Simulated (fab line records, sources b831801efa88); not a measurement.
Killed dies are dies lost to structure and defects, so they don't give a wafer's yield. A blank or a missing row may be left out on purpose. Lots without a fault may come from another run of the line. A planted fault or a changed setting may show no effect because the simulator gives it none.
A struck lot beside a sound one | flow sky130 | 16 steps out of a route of 708
Sound: wafers L276.2, L276.3, L276.5. Struck: wafer L281.5. (L281.3, L281.6 of the same lot were not struck and are left out.) The cause comes at the end.
At each step with rows: each side's tool, then ch and its chambers, then its first start. Under that, the readings that differ: sound wafers | struck wafers | difference of the means | sigmas: that difference in standard deviations of wafers without a fault.
alike: readings whose means differ by less than 2 such deviations, and words and numbers that are the same on both sides. not compared: withheld readings, readings that some wafer has no value for, bounds like >300 that may hide the same value, and numbers for which the record gives no deviation and whose values overlap.
The two part at a step that has a row with sigmas, a row that says differs or no value, or rows on one side only. Numbers that don't overlap but have no deviation are shown without sigmas and don't part them. A reading that every wafer of one side lacks parts them only if that side has two wafers or more.

first, 8 steps without rows for these wafers: SKY_POLY_GATE_DEHYDRATE_05 (time 60 s); SKY_POLY_GATE_HMDS_06 (prime time 60 s); SKY_POLY_GATE_COAT_07 (resist thk 110 nm); SKY_POLY_GATE_COAT_08 (resist thk 450 nm); SKY_POLY_GATE_SOFTBAKE_09 (time 90 s); SKY_POLY_GATE_EXPOSE_10 (exposes mask P1M, target cd 150 nm); SKY_POLY_GATE_PEB_11; SKY_POLY_GATE_DEVELOP_12 (develop time 60 s).
SKY_POLY_GATE_CD_MEAS_13: target cd 150 nm.
  sound on cd_sem-01, day 18 01:24; struck on cd_sem-01, day 19 05:14
  alike: cd_nm
SKY_POLY_GATE_OVL_MEAS_14:
  sound on overlay-01, day 18 01:30; struck on overlay-01, day 19 05:20
  alike: POLY_GATE_OVL
SKY_POLY_GATE_ETCH_15: etches BARC in N2/H2, stops on SiO2, time 118.5 s, target depth 110 nm.
  sound on rie_diel-03 ch 0,1,3, day 18 01:32; struck on rie_diel-03 ch 1, day 19 05:22
  alike: drypump_motor_current_A, oes_product_au, run_length_s, throttle_valve_pct
  not compared: rf_hours_counter_h
SKY_POLY_GATE_ETCH_16: etches Si3N4 in CH3F/O2, stops on poly-Si, time 147.5 s, target depth 75 nm.
  sound on rie_diel-03 ch 0,1,3, day 18 01:37; struck on rie_diel-03 ch 1, day 19 05:26
  reading               | sound             | struck | difference | sigmas
  oes_product_au (a.u.) | 0.650 0.643 0.650 | 0.635  | -0.013     | -2
  alike: drypump_motor_current_A, run_length_s, throttle_valve_pct
  not compared: rf_hours_counter_h
SKY_POLY_GATE_ETCH_17: etches poly-Si in HBr/Cl2, stops on SiO2, target depth 180 nm, time 70.5 s.
  sound on rie_si-01 ch 0,1,3, day 18 01:43; struck on rie_si-01 ch 2, day 19 05:32
  reading                                          | sound             | struck | difference | sigmas
  oes_product_au (a.u.)                            | 0.989 0.972 0.985 | 0.927  | -0.055     | -9
  run_length_s (s)                                 | 99.2 98.9 98.0    | 105.4  | +6.7       | +14
  model.KrF-thick_of_POLY_GATE_COAT_08.thk_nm (nm) | 136.9 139.7 142.6 | 126.9  | -12.8      |
  model.SiO2_of_SONOS_ONO_CVD_04.thk_nm (nm)       | 4.102 4.034 4.044 | 3.808  | -0.252     |
  alike: drypump_motor_current_A, throttle_valve_pct
  not compared: rf_hours_counter_h
SKY_POLY_GATE_STRIP_18: strips in O2/N2.
  sound on plasma_asher-03 ch 0,1, day 18 01:46; struck on plasma_asher-03 ch 1, day 19 05:38
  reading                      | sound          | struck | difference | sigmas
  strip_time_to_endpoint_s (s) | 3.13 3.16 3.19 | 3.03   | -0.13      | -4
  alike: drypump_motor_current_A, o2_flow_sccm, oes_product_au
  not compared: rf_hours_counter_h
then, 1 step without rows for these wafers: SKY_POLY_GATE_CLEAN_19 (cleans in SC1/SC2, time 150 s).
-- the record jumps here: 29 days lie between the struck wafers' starts before and after (it left off in module POLY_GATE and takes up again in module PAD_OPEN, whose first step shown is number 708 of the route) --
SKY_PAD_OPEN_PROBE_99:
  sound on prober-02, day 46 23:51; struck on prober-02, day 47 18:45
  reading             | sound    | struck | difference | sigmas
  killed_at_M0_to_M3  | 56 47 57 | 38     | -15        | -2
  killed_at_front_end | 6 5 17   | 23     | +14        | +3
  alike: killed_at_M4_up, killed_at_contacts, killed_at_other, killed_dies, killed_on_rim, killed_open, killed_short

WHERE THEY PART
First at SKY_POLY_GATE_ETCH_16; last, within this record, at SKY_PAD_OPEN_PROBE_99.

WHY: what the simulator had put in
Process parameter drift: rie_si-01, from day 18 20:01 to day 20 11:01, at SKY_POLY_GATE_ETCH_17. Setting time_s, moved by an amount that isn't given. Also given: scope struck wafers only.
